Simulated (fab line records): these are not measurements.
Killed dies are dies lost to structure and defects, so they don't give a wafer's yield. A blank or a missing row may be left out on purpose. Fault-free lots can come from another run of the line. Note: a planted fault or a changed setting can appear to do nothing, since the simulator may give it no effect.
A struck lot beside a sound one | flow sfqLine | 26 steps out of a route of 325
Sound: wafers L440.1, L440.2, L440.5. The struck wafers were L447.2, L447.3, L447.5. The cause comes at the end.
Per side, at each step with rows, come the tool, then ch with its chambers, and then its first start. Under that, the readings that differ: sound wafers | struck wafers | difference of the means | sigmas: that difference in standard deviations of wafers without a fault.
alike: a reading whose means differ by less than 2 such deviations, as well as words and numbers matching on both sides. not compared: withheld readings; readings where some wafer has no value; bounds like >300 that might hide an equal value; numbers whose values overlap and for which the record gives no deviation.
A row with sigmas, a row that says differs or no value, or rows on one side alone: a step with any of these is where the two part. Numbers that don't overlap but have no deviation are shown without sigmas and don't part them. A reading that every wafer of one side lacks parts them only if that side has two wafers or more.

SFQ_L0_RS_MEAS_901: measures by four-point-probe.
  sound: filmMetro-04 at day 2 03:34; struck: filmMetro-04 at day 3 14:59
  alike: L0_MONX_KI_RS
SFQ_L0_THK_MEAS_902: measures by xrf.
  sound: filmMetro-04 at day 2 03:41; struck: filmMetro-04 at day 3 15:06
  alike: L0_MONX_KI_THK
then, 6 steps without rows for these wafers: SFQ_TRILAYER_L0_LITHO_COAT_010 (resist thk 62 nm); SFQ_TRILAYER_L0_LITHO_COAT_005 (resist thk 600 nm); SFQ_TRILAYER_L0_LITHO_SOFTBAKE_009; SFQ_TRILAYER_L0_LITHO_EXPOSE_006 (exposes mask L0, target cd 2000 nm); SFQ_TRILAYER_L0_LITHO_PEB_008 (peb time 60 s); SFQ_TRILAYER_L0_LITHO_DEVELOP_007 (time 60 s).
SFQ_TRILAYER_L0_BARC_OPEN_METAL_ETCH_010: etches BARC in O2, target depth 125 nm, time 41.7 s.
  sound on rieMetal-04 ch 0,1, day 3 20:59; struck on rieMetal-02 ch 1, day 4 20:32
  alike: drypumpMotorCurrentA, heBacksideLeakSccm, oesProductAu
  not compared: rfHoursCounterH
SFQ_TRILAYER_L0_ETCH_METAL_ETCH_008: etches MoNx KI in SF6/O2, stops on SiO2, target depth 50 nm, time 25 s.
  sound on rieMetal-04 ch 0,1, day 3 21:02; struck on rieMetal-02 ch 1, day 4 20:35
  alike: drypumpMotorCurrentA, heBacksideLeakSccm, oesProductAu
  not compared: rfHoursCounterH
SFQ_TRILAYER_L0_STRIP_STRIP_009: strips in O2.
  sound on rieMetal-04 ch 0,1, day 3 21:05; struck on rieMetal-02 ch 1, day 4 20:38
  alike: drypumpMotorCurrentA, heBacksideLeakSccm, oesProductAu
  not compared: rfHoursCounterH
then, 1 step without rows for these wafers: SFQ_TRILAYER_L0_STRIP_SOLV_CLEAN_010 (cleans in NMP, time 600 s).
SFQ_TRILAYER_L0_CAP_PECVD_011: deposits SiO2 from SiH4/N2O, time 13.333 s, target thk 60 nm.
  sound on pecvd-04 ch 1,2, day 3 21:52; struck on pecvd-04 ch 1,2, day 4 21:25
reading                                            | sound             | struck            | difference | sigmas
model.SiO2_of_TRILAYER_L0_CAP_PECVD_011.thkNm (nm) | 60.16 59.92 60.14 | 54.82 54.12 55.69 | -5.20      | 
  alike: heaterPowerW, showerheadVppV, throttleValvePct
then, 6 steps without rows for these wafers: SFQ_TRILAYER_L0_VIA_LITHO_COAT_018 (resist thk 62 nm); SFQ_TRILAYER_L0_VIA_LITHO_COAT_013 (resist thk 650 nm); SFQ_TRILAYER_L0_VIA_LITHO_SOFTBAKE_017; SFQ_TRILAYER_L0_VIA_LITHO_EXPOSE_014 (exposes mask L0V, target cd 700 nm); SFQ_TRILAYER_L0_VIA_LITHO_PEB_016 (peb time 60 s); SFQ_TRILAYER_L0_VIA_LITHO_DEVELOP_015 (time 60 s).
SFQ_L0V_OVL_MEAS_903:
  sound: overlay-01 at day 5 08:49; struck: overlay-01 at day 6 08:55
  alike: L0V_OVL
then, 1 step without rows for these wafers: SFQ_TRILAYER_L0_VIA_BARC_OPEN_VIA_ETCH_021 (etches BARC in O2, target depth 125 nm, time 41.7 s).
SFQ_TRILAYER_L0_VIA_ETCH_VIA_ETCH_016: etches SiO2 in CHF3, stops on MoNx KI, target depth 80 nm.
  sound on rieDiel-03 ch 0,1,3, day 5 08:53; struck on rieDiel-02 ch 0,3, day 6 08:59
reading                       | sound             | struck            | difference | sigmas
oesProductAu (a.u.)           | 0.839 0.839 0.842 | 0.802 0.801 0.804 | -0.038     | -5
model.etch.depthNm (nm)       | 60.16 59.92 60.14 | 54.82 54.12 55.69 | -5.20      | 
model.L0V.featureDepthNm (nm) | 60.16 59.92 60.14 | 54.82 54.12 55.69 | -5.20      | 
  alike: drypumpMotorCurrentA
SFQ_TRILAYER_L0_VIA_STRIP_STRIP_017: strips in O2.
  sound on rieMetal-03 ch 0,1, day 5 08:56; struck on rieMetal-03 ch 1, day 6 09:14
  alike: drypumpMotorCurrentA, heBacksideLeakSccm, oesProductAu
  not compared: rfHoursCounterH
then, 1 step without rows for these wafers: SFQ_TRILAYER_L0_VIA_STRIP_SOLV_CLEAN_018 (cleans in NMP, time 600 s).
SFQ_TRILAYER_M0_DEP_PRE_CLEAN_020: time 15 s.
  sound: pvdSputter-05 at day 5 09:53; struck: pvdSputter-06 at day 6 10:25
reading                                            | sound             | struck            | difference | sigmas
model.SiO2_of_TRILAYER_L0_CAP_PECVD_011.thkNm (nm) | 55.16 54.92 55.14 | 49.82 49.12 50.69 | -5.20      | 
  alike: biasV
SFQ_TRILAYER_M0_DEP_SPUTTER_019: material Nb, target thk 200 nm, time 133.3 s.
  sound: pvdSputter-05 at day 5 09:55; struck: pvdSputter-06 at day 6 10:26
  alike: throttleValvePct

## WHERE THEY PART
Only at SFQ_TRILAYER_L0_VIA_ETCH_VIA_ETCH_016, as far as this record shows. Later steps at which nothing parts them and some readings are alike: SFQ_TRILAYER_L0_VIA_STRIP_STRIP_017, SFQ_TRILAYER_M0_DEP_PRE_CLEAN_020, SFQ_TRILAYER_M0_DEP_SPUTTER_019.

WHY: what had been put in by the simulator
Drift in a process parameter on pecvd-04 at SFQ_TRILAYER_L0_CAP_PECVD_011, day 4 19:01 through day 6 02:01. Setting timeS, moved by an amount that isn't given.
